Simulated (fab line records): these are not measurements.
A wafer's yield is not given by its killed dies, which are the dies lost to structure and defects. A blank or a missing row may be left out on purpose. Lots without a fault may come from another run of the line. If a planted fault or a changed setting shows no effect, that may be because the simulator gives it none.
A lot that was struck, set against a sound lot | flow gf180mcu | 17 out of 602 route steps
Sound: wafers L284.2, L284.4, L284.6. The struck wafers were L288.1, L288.4, L288.5. The cause is given at the end.
Each step with rows lists, per side, the tool, then ch with its chambers, then its first start. Under that, the readings that differ: sound wafers | struck wafers | difference of the means | sigmas: that difference in standard deviations of wafers without a fault.
alike: words and numbers the same on both sides, and readings whose means are apart by under 2 such deviations; not compared: readings that were withheld, readings missing a value for some wafer, numbers with overlapping values and no deviation given by the record, and bounds like >300 which may hide the same value.
A row with sigmas, a row that says differs or no value, or rows on one side alone: a step with any of these is where the two part. Numbers that don't overlap but have no deviation are shown without sigmas and don't part them. A reading that every wafer of one side lacks parts them only if that side has two wafers or more.

GF_V2_ETCH_17: etches SiO2 in C4F8/O2/Ar, stops on TiN, target depth 630 nm.
  sound on rie-diel-04 ch 2,3; struck on rie-diel-04 ch 0,3
  alike: bias-w, oes-product-au
GF_V2_STRIP_18: strips in O2/N2.
  sound on plasma-asher-03 ch 1, day 23 17:01; struck on plasma-asher-03 ch 0,1, day 25 01:04
  alike: drypump-motor-current-A, heater-power-w, oes-product-au
  not compared: rf-hours-counter-h
then, 3 steps without rows for these wafers: GF_V2_STRIP_19 (strips in post etch residue remover, time 1200 s); GF_V2_CLEAN_20 (cleans in DIW); GF_V2_SPUTTER_21 (material Ti, target thk 15 nm, time 80.02 s).
GF_V2_SPUTTER_22: material TiN, target thk 10 nm, time 40 s.
  struck on pvd-sputter-01, day 25 01:39; sound on pvd-sputter-01, day 23 17:37
  alike: cathode-dc-power-W, chamber-pressure-pa, throttle-valve-pct
then, 1 step without rows for these wafers: GF_V2_CVD_23 (deposits W, target thk 350 nm, time 104.94 s).
GF_V2_RS_MEAS_24: measures by four-point-probe.
  struck on film-metro-02, day 25 01:48; sound on film-metro-04, day 23 17:47
  alike: V2_W_RS
GF_V2_THK_MEAS_25: measures by xrf.
  struck on film-metro-02, day 25 01:55; sound on film-metro-04, day 23 17:54
  reading       | sound       | struck      | difference | sigmas
  V2_W_THK (nm) | 346 347 344 | 365 362 364 | +18        | +3
then, 2 steps without rows for these wafers: GF_V2_CMP_26 (polishes, stops on SiO2, t overpolish 15 s, target thk 0 nm); GF_M3_SPUTTER_00 (material Ti, target thk 37.5 nm, time 150 s).
GF_M3_SPUTTER_01: material TiN, target thk 30 nm, time 25 s.
  struck on pvd-sputter-02, day 25 02:23; sound on pvd-sputter-02, day 23 18:21
  alike: cathode-dc-power-W, chamber-pressure-pa, throttle-valve-pct
GF_M3_SPUTTER_02: material AlCu, target thk 450 nm, time 23.9 s.
  struck on pvd-sputter-02, day 25 02:25; sound on pvd-sputter-02, day 23 18:23
  no value came back on the struck wafers for cathode-dc-power-W (W), chamber-pressure-pa (Pa), throttle-valve-pct (%); on the sound wafers cathode-dc-power-W (W) reads 10600 10598 10601
GF_M3_SPUTTER_03: material Ti, target thk 10 nm, time 6.7 s.
  struck on pvd-sputter-02, day 25 02:26; sound on pvd-sputter-02, day 23 18:25
  alike: cathode-dc-power-W, chamber-pressure-pa, throttle-valve-pct
then, 1 step without rows for these wafers: GF_M3_SPUTTER_04 (material TiN, target thk 50 nm, time 41.7 s).
GF_M3_RS_MEAS_05: measures by four-point-probe.
  struck on film-metro-03, day 25 02:47; sound on film-metro-01, day 23 18:29
  reading             | sound                | struck               | difference | sigmas
  M3_ALCU_RS (ohm/sq) | 0.0694 0.0684 0.0691 | 7.1495 7.0795 7.1031 | +7.0417    | +99 or more
  not compared: hold
then, 1 step without rows for these wafers: GF_PASSIVATION_PROBE_99.

== WHERE THEY PART ==
Last at GF_M3_RS_MEAS_05 as far as this record goes, first at GF_V2_THK_MEAS_25.

WHY: what the simulator had put in
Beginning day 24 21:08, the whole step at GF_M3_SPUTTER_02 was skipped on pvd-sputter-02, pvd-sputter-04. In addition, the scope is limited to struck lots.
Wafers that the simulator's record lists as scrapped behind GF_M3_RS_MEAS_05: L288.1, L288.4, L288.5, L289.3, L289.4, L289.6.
